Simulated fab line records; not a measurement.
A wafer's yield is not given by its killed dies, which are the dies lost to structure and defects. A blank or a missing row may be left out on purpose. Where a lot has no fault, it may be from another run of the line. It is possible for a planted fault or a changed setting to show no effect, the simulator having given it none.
fab line records + flow sky130
[record]
- lots = 6
- wafers = 18
- last_day = 50
route steps=708 shown SONOS_ONO@186 GATE_OXIDE@187 PAD_OPEN@708
lots that met no fault: from a run of the same line without faults
start_h: the number of hours between the record's first day and the start of the first shown wafer of the lot + wait_h: hours from the lot's prior step to this one + " unchanged from the row above + L1.1+2: one row covering several wafers at once + - either no value or no given start + * or withheld: withheld + < > ~ a bound
route shown NAME@n: a module of which the file shows steps, and the number in the route of the first + usual: average and standard deviation across the fault-free wafers + same: alike in all rows + chamber/n: place in a boat + sites: the reading at each site + _std_site: their standard deviation + _edge_site: the outer-site mean with the inner-site mean subtracted + radius_mm: how far each site lies from the wafer's centre + mask NAME#n: copy n + behind: the tool/chamber that last shaped the wafer + hold: why the lot went on hold/how many hours it stayed there/how the hold came to an end + device: transistor that didn't switch, given as n, p or np + end of line: the route-end tests of the same wafers + where a step has no rows: the recipe by itself + killed: dies that structure and defects cost at the first sort, which is not the same as the wafer's yield + map: per-die view of a wafer (x killed, . not killed, _ where there is no die)
set.NAME: the run value of the setting; set.NAME@STEP: its run value at that earlier step + model.NAME: the simulator's own value behind a step, which no gauge read
certain route steps with their lots: each step a table, each wafer a row
services: a tool's chamber out of use, with start hour (start_h, from the record's first day; less than 0 if before it), hours out, and reason
[[steps]]
[step SKY_SONOS_ONO_WET_ETCH_18]
[recipe]
- chemistry = H3PO4
- target_depth_nm = 15
- target = Si3N4
- temp_c = 160
- time_s = 172
[step SKY_GATE_OXIDE_CLEAN_00]
[recipe]
- chemistry = SC1/SC2
- mix = 1:4:20
- temp_c = 70
- time_s = 150
- dry = n2_spin
[step SKY_GATE_OXIDE_OXIDATION_01]
[recipe]
- temp_c = 900
- ambient = O2
- stabilise_s = 600
- purge_s = 300
- target_thk_a = 102.68
- ox_time_s = 1473
[step SKY_GATE_OXIDE_THK_MEAS_02]
[recipe]
- reads = SiO2_of_GATE_OXIDE_OXIDATION_01
[usual]
- GATE_OXIDE_OXIDATION_00_THK = 10.27/0.19
| lot.wafer | tool          | chamber | start_h | wait_h | GATE_OXIDE_OXIDATION_00_THK[nm] |
|-----------|---------------|---------|---------|--------|---------------------------------|
| L988.2    | film_metro-01 | -       | 326.16  | 0.0    | 10.05                           |
| L988.4    | "             | -       | "       | "      | 10.14                           |
| L988.6    | "             | -       | "       | "      | 10.14                           |
| L993.2    | film_metro-02 | -       | 369.42  | 0.0    | 10.07                           |
| L993.3    | "             | -       | "       | "      | 10.07                           |
| L993.4    | "             | -       | "       | "      | 10.02                           |
| L996.2    | film_metro-04 | -       | 399.04  | 0.0    | 10.25                           |
| L996.5    | "             | -       | "       | "      | 10.25                           |
| L996.6    | "             | -       | "       | "      | 10.35                           |
| L997.2    | film_metro-02 | -       | 423.84  | 0.0    | 10.55                           |
| L997.3    | "             | -       | "       | "      | 10.60                           |
| L997.6    | "             | -       | "       | "      | 10.50                           |
| L998.1    | film_metro-04 | -       | 429.11  | 0.0    | 10.65                           |
| L998.4    | "             | -       | "       | "      | 10.74                           |
| L998.6    | "             | -       | "       | "      | 10.63                           |
| L105.2    | film_metro-02 | -       | 472.44  | 0.0    | 9.92                            |
| L105.3    | "             | -       | "       | "      | 10.21                           |
| L105.6    | "             | -       | "       | "      | 9.87                            |
[step SKY_GATE_OXIDE_DEHYDRATE_03]
[recipe]
- temp_c = 200
- time_s = 60
[step SKY_GATE_OXIDE_HMDS_04]
[recipe]
- prime_time_s = 60
- prime_temp_c = 120
[step SKY_GATE_OXIDE_COAT_05]
[recipe]
- resist = NOVOLAK
- spin_rpm = 3000
- resist_thk_nm = 1140
[step SKY_GATE_OXIDE_SOFTBAKE_06]
[recipe]
- temp_c = 90
- time_s = 60
- resist = NOVOLAK
[step SKY_GATE_OXIDE_EXPOSE_07]
[recipe]
- mask_id = LVOM
- na = 0.6
- source_shape = conventional
- sigma_outer = 0.6
- polarization = unpolarized
- target_cd_nm = 600
- dose_mj = 170
[step SKY_GATE_OXIDE_PEB_08]
[recipe]
- temp_c = withheld
- time_s = *
- resist = NOVOLAK
[step SKY_GATE_OXIDE_DEVELOP_09]
[recipe]
- resist = NOVOLAK
- developer = TMAH
- develop_time_s = 60
- dev_temp_c = 23
[step SKY_GATE_OXIDE_OVL_MEAS_10]
[usual]
- GATE_OXIDE_OVL = 1.2/1.3
| lot.wafer | tool       | chamber | start_h | wait_h | GATE_OXIDE_OVL[nm] |
|-----------|------------|---------|---------|--------|--------------------|
| L988.2    | overlay-02 | -       | 353.13  | 0.1    | -3.2               |
| L988.4    | "          | -       | "       | "      | 0.3                |
| L988.6    | "          | -       | "       | "      | -2.2               |
| L993.2    | overlay-01 | -       | 397.49  | 0.1    | -0.1               |
| L993.3    | "          | -       | "       | "      | 1.9                |
| L993.4    | "          | -       | "       | "      | 1.0                |
| L996.2    | overlay-02 | -       | 428.09  | 0.1    | 1.8                |
| L996.5    | "          | -       | "       | "      | -0.5               |
| L996.6    | "          | -       | "       | "      | 2.0                |
| L997.2    | overlay-02 | -       | 455.52  | 0.1    | -1.3               |
| L997.3    | "          | -       | "       | "      | 0.2                |
| L997.6    | "          | -       | "       | "      | 0.2                |
| L998.1    | overlay-02 | -       | 459.96  | 0.1    | 2.5                |
| L998.4    | "          | -       | "       | "      | 2.3                |
| L998.6    | "          | -       | "       | "      | 2.4                |
| L105.2    | overlay-02 | -       | 502.71  | 0.1    | -0.5               |
| L105.3    | "          | -       | "       | "      | 0.3                |
| L105.6    | "          | -       | "       | "      | 0.5                |
[step SKY_GATE_OXIDE_IMPLANT_11]
[recipe]
- species = B
- energy_kev = 10
- dose_cm2 = 2.6e+12
- tilt_deg = withheld
[same]
- implant_ion_amu = 11
| lot.wafer  | tool         | chamber | start_h | wait_h |
|------------|--------------|---------|---------|--------|
| L988.2+4+6 | implanter-01 | 0       | 353.18  | 0.0    |
| L993.2+3+4 | implanter-04 | 0       | 397.55  | 0.0    |
| L996.2+5+6 | implanter-04 | 0       | 428.15  | 0.0    |
| L997.2+3+6 | implanter-01 | 0       | 455.57  | 0.0    |
| L998.1+4+6 | implanter-04 | 0       | 459.99  | 0.0    |
| L105.2+3+6 | implanter-01 | 0       | 502.77  | 0.0    |
[step SKY_GATE_OXIDE_WET_ETCH_12]
[recipe]
- chemistry = dHF
- target_depth_nm = 16.8
- dry = n2_spin
- target = SiO2
- dilution = 100:1
- temp_c = 25
- time_s = 336
[step SKY_GATE_OXIDE_STRIP_13]
[recipe]
- chemistry = O2/N2
- power_w = 1400
- pressure_mtorr = 1500
- platen_temp_c = withheld
- o2_flow_sccm = 3000
- n2_flow_sccm = 300
- overash_fraction = 0.5
[usual]
- drypump_motor_current_A = 5.7/0.56
- oes_product_au = 0.715/0.0053
- strip_time_to_endpoint_s = 14.18/0.035
| lot.wafer | tool            | chamber | start_h | wait_h | drypump_motor_current_A | oes_product_au | rf_hours_counter_h | strip_time_to_endpoint_s |
|-----------|-----------------|---------|---------|--------|-------------------------|----------------|--------------------|--------------------------|
| L988.2    | plasma_asher-03 | 0       | 353.42  | 0.0    | 6.2                     | 0.718          | 23                 | 14.15                    |
| L988.4    | "               | 0       | "       | "      | 6.2                     | 0.718          | -                  | 14.17                    |
| L988.6    | "               | 0       | "       | "      | 6.2                     | 0.712          | -                  | 14.21                    |
| L993.2    | plasma_asher-03 | 0       | 397.77  | 0.0    | 6.1                     | 0.720          | 27                 | 14.24                    |
| L993.3    | "               | 0       | "       | "      | 6.2                     | 0.707          | -                  | 14.20                    |
| L993.4    | "               | 1       | "       | "      | 5.3                     | 0.718          | -                  | 14.18                    |
| L996.2    | plasma_asher-01 | 0       | 428.37  | 0.0    | 6.3                     | 0.720          | 74                 | 14.22                    |
| L996.5    | "               | 1       | "       | "      | 4.8                     | 0.717          | -                  | 14.21                    |
| L996.6    | "               | 0       | "       | "      | 6.3                     | 0.724          | -                  | 14.18                    |
| L997.2    | plasma_asher-01 | 0       | 455.80  | 0.0    | 6.3                     | 0.711          | 76                 | 14.20                    |
| L997.3    | "               | 1       | "       | "      | 4.8                     | 0.719          | -                  | 14.22                    |
| L997.6    | "               | 0       | "       | "      | 6.3                     | 0.713          | -                  | 14.20                    |
| L998.1    | plasma_asher-02 | 1       | 460.25  | 0.0    | 5.6                     | 0.719          | 65                 | 14.14                    |
| L998.4    | "               | 0       | "       | "      | 6.2                     | 0.710          | -                  | 14.14                    |
| L998.6    | "               | 0       | "       | "      | 6.2                     | 0.712          | -                  | 14.16                    |
| L105.2    | plasma_asher-01 | 1       | 503.00  | 0.0    | 4.8                     | 0.721          | 82                 | 14.13                    |
| L105.3    | "               | 0       | "       | "      | 6.3                     | 0.718          | -                  | 14.17                    |
| L105.6    | "               | 0       | "       | "      | 6.3                     | 0.707          | -                  | 14.15                    |
[step SKY_GATE_OXIDE_TW_MEAS_14]
[usual]
- GATE_OXIDE_TW = 224.8/1.3
| lot.wafer | tool          | chamber | start_h | wait_h | GATE_OXIDE_TW |
|-----------|---------------|---------|---------|--------|---------------|
| L988.2    | film_metro-02 | -       | 353.53  | 0.1    | 221.7         |
| L988.4    | "             | -       | "       | "      | 223.0         |
| L988.6    | "             | -       | "       | "      | 222.7         |
| L993.2    | film_metro-04 | -       | 397.88  | 0.1    | 226.3         |
| L993.3    | "             | -       | "       | "      | 225.3         |
| L993.4    | "             | -       | "       | "      | 226.0         |
| L996.2    | film_metro-02 | -       | 428.48  | 0.1    | 211.6         |
| L996.5    | "             | -       | "       | "      | 212.1         |
| L996.6    | "             | -       | "       | "      | 212.1         |
| L997.2    | film_metro-01 | -       | 455.91  | 0.1    | 225.6         |
| L997.3    | "             | -       | "       | "      | 226.1         |
| L997.6    | "             | -       | "       | "      | 226.5         |
| L998.1    | film_metro-01 | -       | 460.35  | 0.1    | 214.0         |
| L998.4    | "             | -       | "       | "      | 213.4         |
| L998.6    | "             | -       | "       | "      | 213.7         |
| L105.2    | film_metro-01 | -       | 503.11  | 0.1    | 224.6         |
| L105.3    | "             | -       | "       | "      | 226.2         |
| L105.6    | "             | -       | "       | "      | 226.1         |
[step SKY_GATE_OXIDE_CLEAN_15]
[recipe]
- chemistry = SC1/SC2
- mix = 1:4:20
- temp_c = 70
- time_s = 150
- dry = n2_spin
[step SKY_PAD_OPEN_PROBE_99]
[usual]
- killed_at_M0_to_M3 = 44/6.3
- killed_at_M4_up = 2.8/1.7
- killed_at_contacts = 25/5.8
- killed_at_front_end = 14/4.4
- killed_at_other = 0.3/0.49
- killed_dies = 86/8.7
- killed_open = 48/5.8
- killed_short = 38/6
[same]
- gross_dies = 492
- killed_at_back_side = 0
| lot.wafer | tool      | chamber | start_h | wait_h | killed_at_M0_to_M3 | killed_at_M4_up | killed_at_contacts | killed_at_front_end | killed_at_other | killed_dies | killed_open | killed_short | model.etest.tip_p.rs_ohm_sq | model.etest.tip_p.rs_ohm_sq_range | model.etest.pfet_01v8.r_on_ohm_um | model.etest.tip_p.rs_ohm_sq_rim_less_centre | model.etest.nfet_01v8_lvt.drive_ua_um | model.etest.nfet_01v8_turned.drive_ua_um | model.etest.nfet_01v8.drive_ua_um | model.etest.nfet_01v8_swapped.drive_ua_um |
|-----------|-----------|---------|---------|--------|--------------------|-----------------|--------------------|---------------------|-----------------|-------------|-------------|--------------|-----------------------------|-----------------------------------|-----------------------------------|---------------------------------------------|---------------------------------------|------------------------------------------|-----------------------------------|-------------------------------------------|
| L988.2    | prober-02 | -       | 1109.88 | 0.1    | 39                 | 5               | 28                 | 16                  | 0               | 88          | 47          | 41           | 6901                        | 270.4                             | 2959                              | -168.8                                      | 580.7                                 | 514.2                                    | 516.4                             | 511.6                                     |
| L988.4    | prober-02 | -       | 1109.98 | 0.2    | 49                 | 4               | 17                 | 17                  | 0               | 87          | 47          | 40           | 6842                        | 105.2                             | 2964                              | -18.41                                      | 568                                   | 499.4                                    | 498                               | 499.1                                     |
| L988.6    | prober-02 | -       | 1110.08 | 0.2    | 34                 | 5               | 24                 | 19                  | 0               | 82          | 37          | 45           | 6850                        | 153.8                             | 2976                              | 8.109                                       | 573.4                                 | 503.4                                    | 501.6                             | 504.7                                     |
| L993.2    | prober-01 | -       | 1139.58 | 0.1    | 38                 | 2               | 31                 | 18                  | 0               | 89          | 55          | 34           | 6670                        | 191.1                             | 2805                              | 6.467                                       | 576.5                                 | 510.7                                    | 510                               | 507.9                                     |
| L993.3    | prober-01 | -       | 1139.63 | 0.2    | 45                 | 3               | 23                 | 14                  | 0               | 85          | 58          | 27           | 6700                        | 175.8                             | 2807                              | -25.98                                      | 586.6                                 | 517.1                                    | 520.8                             | 517.6                                     |
| L993.4    | prober-01 | -       | 1139.68 | 0.2    | 44                 | 3               | 13                 | 16                  | 0               | 76          | 43          | 33           | 6638                        | 220.2                             | 2891                              | 77.04                                       | 574                                   | 507.2                                    | 504.9                             | 505.1                                     |
| L996.2    | prober-02 | -       | 1159.08 | 0.1    | 31                 | 4               | 30                 | 13                  | 1               | 79          | 45          | 34           | 7325                        | 452.7                             | 3210                              | -238.1                                      | 588.3                                 | 521.9                                    | 513.5                             | 513                                       |
| L996.5    | prober-02 | -       | 1159.23 | 0.2    | 52                 | 0               | 18                 | 19                  | 1               | 90          | 47          | 43           | 7321                        | 519                               | 3104                              | -282.9                                      | 605.2                                 | 529.2                                    | 528.4                             | 530.6                                     |
| L996.6    | prober-02 | -       | 1159.28 | 0.2    | 52                 | 5               | 23                 | 17                  | 0               | 97          | 49          | 48           | 7249                        | 483                               | 3163                              | -282.8                                      | 612.2                                 | 533.9                                    | 535.7                             | 527                                       |
| L997.2    | prober-01 | -       | 1173.32 | 0.1    | 41                 | 4               | 18                 | 8                   | 0               | 71          | 39          | 32           | 6796                        | 148                               | 2857                              | 49.32                                       | 575.4                                 | 504.4                                    | 504.8                             | 505.6                                     |
| L997.3    | prober-01 | -       | 1173.37 | 0.2    | 41                 | 4               | 29                 | 20                  | 1               | 95          | 53          | 42           | 6868                        | 309.4                             | 2894                              | 89.54                                       | 576.8                                 | 513.9                                    | 507                               | 510.4                                     |
| L997.6    | prober-01 | -       | 1173.52 | 0.2    | 46                 | 4               | 29                 | 7                   | 0               | 86          | 50          | 36           | 6843                        | 98.14                             | 2968                              | 28.12                                       | 560.7                                 | 496.5                                    | 491.1                             | 493.4                                     |
| L998.1    | prober-02 | -       | 1174.04 | 0.1    | 32                 | 1               | 17                 | 19                  | 0               | 69          | 43          | 26           | 7167                        | 453.7                             | 3073                              | -181.5                                      | 617.9                                 | 536.6                                    | 535.4                             | 537.8                                     |
| L998.4    | prober-02 | -       | 1174.19 | 0.2    | 47                 | 1               | 22                 | 11                  | 0               | 81          | 52          | 29           | 7221                        | 496.7                             | 3028                              | -266.3                                      | 625.5                                 | 545.4                                    | 543.9                             | 545.9                                     |
| L998.6    | prober-02 | -       | 1174.29 | 0.2    | 50                 | 6               | 26                 | 11                  | 0               | 93          | 48          | 45           | 7278                        | 415.6                             | 3150                              | -184.2                                      | 621.6                                 | 542.2                                    | 533.5                             | 537.8                                     |
| L105.2    | prober-01 | -       | 1196.70 | 0.1    | 55                 | 6               | 16                 | 10                  | 0               | 87          | 50          | 37           | 6850                        | 96.74                             | 2890                              | 17.11                                       | 580.6                                 | 517                                      | 517.1                             | 516.3                                     |
| L105.3    | prober-01 | -       | 1196.75 | 0.2    | 46                 | 2               | 19                 | 6                   | 0               | 73          | 39          | 34           | 6792                        | 144.7                             | 2911                              | -46.67                                      | 580                                   | 509.9                                    | 509.8                             | 509.9                                     |
| L105.6    | prober-01 | -       | 1196.90 | 0.2    | 44                 | 3               | 17                 | 15                  | 1               | 80          | 43          | 37           | 6815                        | 221.2                             | 2880                              | 139.1                                       | 573.7                                 | 507.6                                    | 507.2                             | 504.4                                     |
// killed by level:class
L988.2 FIELD_ISO:geometric_particle:open=8 LI_CONTACT:geometric_particle:open=8 VIA1:geometric_particle:open=8 CONTACT:geometric_particle:open=7 METAL2:geometric_particle:short=7 FIELD_ISO:geometric_particle:short=5 LOCAL_INTERCONNECT:geometric_particle:short=5 METAL1:geometric_particle:short=5
L988.4 VIA1:geometric_particle:open=10 CONTACT:geometric_particle:open=7 METAL1:geometric_particle:short=7 VIA2:geometric_particle:open=6 POLY_GATE:geometric_particle:short=5 VIA1:geometric_particle:short=5 VIA3:geometric_particle:open=5 FIELD_ISO:geometric_particle:short=4
L988.6 FIELD_ISO:geometric_particle:short=8 METAL1:geometric_particle:short=8 LI_CONTACT:geometric_particle:open=6 VIA3:geometric_particle:open=6 LOCAL_INTERCONNECT:geometric_particle:short=5 CONTACT:geometric_particle:open=5 POLY_GATE:geometric_particle:short=4 CONTACT:geometric_particle:short=4
L993.2 LI_CONTACT:geometric_particle:open=12 VIA1:geometric_particle:open=10 CONTACT:geometric_particle:open=10 VIA2:geometric_particle:open=6 VIA3:geometric_particle:open=6 METAL2:geometric_particle:short=5 CONTACT:geometric_particle:short=5 POLY_GATE:geometric_particle:open=4
L993.3 VIA1:geometric_particle:open=14 CONTACT:geometric_particle:open=10 VIA3:geometric_particle:open=8 LI_CONTACT:geometric_particle:open=5 VIA2:geometric_particle:open=5 METAL3:geometric_particle:short=5 FIELD_ISO:geometric_particle:open=4 CONTACT:geometric_particle:short=4
L993.4 VIA1:geometric_particle:open=14 VIA3:geometric_particle:open=6 VIA2:geometric_particle:open=6 POLY_GATE:geometric_particle:open=5 CONTACT:geometric_particle:short=4 METAL2:geometric_particle:short=4 POLY_GATE:geometric_particle:short=3 VIA1:geometric_particle:short=3
L996.2 LI_CONTACT:geometric_particle:open=10 CONTACT:geometric_particle:open=8 VIA2:geometric_particle:open=6 LOCAL_INTERCONNECT:geometric_particle:short=5 VIA1:geometric_particle:open=5 FIELD_ISO:geometric_particle:open=4 METAL4:geometric_particle:short=4 POLY_GATE:geometric_particle:open=4
L996.5 VIA2:geometric_particle:open=11 METAL1:geometric_particle:short=9 VIA1:geometric_particle:open=9 METAL2:geometric_particle:short=8 FIELD_ISO:geometric_particle:short=7 LI_CONTACT:geometric_particle:open=7 CONTACT:geometric_particle:open=7 POLY_GATE:geometric_particle:short=4
L996.6 VIA3:geometric_particle:open=11 CONTACT:geometric_particle:open=8 VIA1:geometric_particle:open=8 CONTACT:geometric_particle:short=7 METAL1:geometric_particle:short=7 VIA1:geometric_particle:short=7 POLY_GATE:geometric_particle:open=6 VIA2:geometric_particle:open=5
L997.2 VIA1:geometric_particle:open=10 CONTACT:geometric_particle:open=8 VIA3:geometric_particle:open=8 VIA1:geometric_particle:short=6 VIA2:geometric_particle:open=5 CONTACT:geometric_particle:short=5 METAL1:geometric_particle:short=4 LI_CONTACT:geometric_particle:open=3
L997.3 CONTACT:geometric_particle:open=14 VIA2:geometric_particle:open=9 VIA1:geometric_particle:open=8 POLY_GATE:geometric_particle:open=5 LI_CONTACT:geometric_particle:open=5 METAL2:geometric_particle:short=5 POLY_GATE:geometric_particle:short=4 SPACER:geometric_particle:open=4
L997.6 VIA3:geometric_particle:open=15 CONTACT:geometric_particle:open=13 VIA1:geometric_particle:open=7 LI_CONTACT:geometric_particle:open=6 METAL1:geometric_particle:short=6 VIA3:geometric_particle:short=6 CONTACT:geometric_particle:short=5 LOCAL_INTERCONNECT:geometric_particle:short=3
L998.1 VIA1:geometric_particle:open=10 LI_CONTACT:geometric_particle:open=7 FIELD_ISO:geometric_particle:open=6 CONTACT:geometric_particle:open=6 FIELD_ISO:geometric_particle:short=5 METAL3:geometric_particle:short=5 POLY_GATE:geometric_particle:open=4 VIA2:geometric_particle:open=4
L998.4 VIA1:geometric_particle:open=18 CONTACT:geometric_particle:open=9 LI_CONTACT:geometric_particle:open=5 FIELD_ISO:geometric_particle:short=4 VIA2:geometric_particle:open=4 METAL1:geometric_particle:short=4 VIA1:geometric_particle:short=4 METAL3:geometric_particle:short=4
L998.6 VIA1:geometric_particle:open=11 VIA2:geometric_particle:open=10 CONTACT:geometric_particle:open=8 LI_CONTACT:geometric_particle:open=6 LI_CONTACT:geometric_particle:short=6 METAL1:geometric_particle:short=5 METAL2:geometric_particle:short=5 METAL4:geometric_particle:short=5
L105.2 VIA1:geometric_particle:open=20 VIA2:geometric_particle:open=8 VIA1:geometric_particle:short=7 METAL2:geometric_particle:short=6 POLY_GATE:geometric_particle:short=5 CONTACT:geometric_particle:open=5 VIA3:geometric_particle:open=5 LI_CONTACT:geometric_particle:open=4
L105.3 METAL1:geometric_particle:short=11 VIA1:geometric_particle:open=10 CONTACT:geometric_particle:open=7 VIA3:geometric_particle:open=6 VIA2:geometric_particle:open=6 LOCAL_INTERCONNECT:geometric_particle:short=5 CONTACT:geometric_particle:short=3 VIA1:geometric_particle:short=3
L105.6 VIA1:geometric_particle:open=12 CONTACT:geometric_particle:open=8 VIA1:geometric_particle:short=7 METAL2:geometric_particle:short=6 POLY_GATE:geometric_particle:short=5 POLY_GATE:geometric_particle:open=5 VIA2:geometric_particle:open=5 VIA3:geometric_particle:open=4
[[services]]
| tool            | chamber | start_h | hours | kind   |
|-----------------|---------|---------|-------|--------|
| plasma_asher-02 | -       | 332.70  | 3.2   | repair |
| implanter-04    | -       | 342.84  | 5.5   | pm     |
| plasma_asher-03 | -       | 367.16  | 9.7   | repair |
| plasma_asher-02 | -       | 432.04  | 2.8   | pm     |
| implanter-01    | -       | 438.57  | 6.5   | pm     |
| implanter-01    | -       | 448.71  | 1.6   | repair |
| plasma_asher-03 | -       | 454.56  | 19.3  | repair |
| implanter-04    | -       | 466.41  | 9.2   | pm     |
| plasma_asher-03 | -       | 473.83  | 14.6  | pm     |
[[key]]
[first_sign]
- step = SKY_GATE_OXIDE_TW_MEAS_14
- reading = GATE_OXIDE_TW
- direction = down
- sigmas = 9
- usual = 224.8
- struck = 212.8
effect none on later readings
[model_effect]
- step = SKY_PAD_OPEN_PROBE_99
- value = etest.tip_p.rs_ohm_sq
- without = 6934
- struck = 7260
met_at SKY_GATE_OXIDE_IMPLANT_11
struck_wafers L996.2,L996.5,L996.6,L998.1,L998.4,L998.6
tester_left_out L996,L998
onset_between 397.55 428.15
[fault]
- kind = process_parameter_drift
- tool = implanter-04
- chamber = -
- onset_h = 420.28
- steps = SKY_GATE_OXIDE_IMPLANT_11
- channel = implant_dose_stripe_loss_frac
- offset = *
- shape = step
- end_h = 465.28
// tester_left_out: of these lots the tester's yield and bins aren't shown, on N5 and GAA mostly nor the transistor test; their killed dies are dies lost to structure and defects alone, not to doping, threshold or leakage, so they don't give the yield
